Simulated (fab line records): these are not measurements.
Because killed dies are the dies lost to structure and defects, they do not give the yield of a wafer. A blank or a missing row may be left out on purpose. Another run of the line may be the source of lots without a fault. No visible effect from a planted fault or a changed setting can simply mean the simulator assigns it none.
2 desks, one fault    flow sfqLine    every desk sees just its own numbers, and what lay behind them comes last

== FOR THE TOOL OWNER'S DESK: lithoTrack-02 ==
The tool's own readings at SFQ_TRILAYER_L0_VIA_LITHO_PEB_016 (peb time 60 s): means of the sampled wafers that have a number, for each lot that ran on this tool. Any lot whose mean is over 4 standard deviations away from the usual mean is out of limits and marked OUT; that distance is given in the brackets.
Columns: A = plateTempC at SFQ_TRILAYER_L0_VIA_LITHO_PEB_016, usual 115.01 C
lot   first seen here  A
L464  day 3 21:11      115.18
L472  day 5 15:44      114.87
L478  day 6 21:47      115.19
This desk's finding: nothing out of limits on any of the 3 lots.

== FROM THE METROLOGY DESK ==
Lot by lot, what the gauges showed, no matter which tool ran the lot: averages of those sampled wafers that carry a number. Any lot whose mean is over 4 standard deviations away from the usual mean is out of limits and marked OUT; that distance is given in the brackets.
Columns: A = L0V_OVL at SFQ_L0V_OVL_MEAS_903, usual 3 nm
lot   first seen here  A
L464  day 3 21:28      -1
L467  day 4 20:49      1
L472  day 5 16:01      8
L477  day 6 14:52      5
L478  day 6 22:04      -5
L480  day 7 02:52      4
This desk's finding: nothing out of limits on any of the 6 lots.

== TAKEN TOGETHER ==
The desk of the tool owner found nothing out of limits.
The metrology desk saw nothing out of limits.

== WHAT WAS PUT IN BY THE SIMULATOR ==
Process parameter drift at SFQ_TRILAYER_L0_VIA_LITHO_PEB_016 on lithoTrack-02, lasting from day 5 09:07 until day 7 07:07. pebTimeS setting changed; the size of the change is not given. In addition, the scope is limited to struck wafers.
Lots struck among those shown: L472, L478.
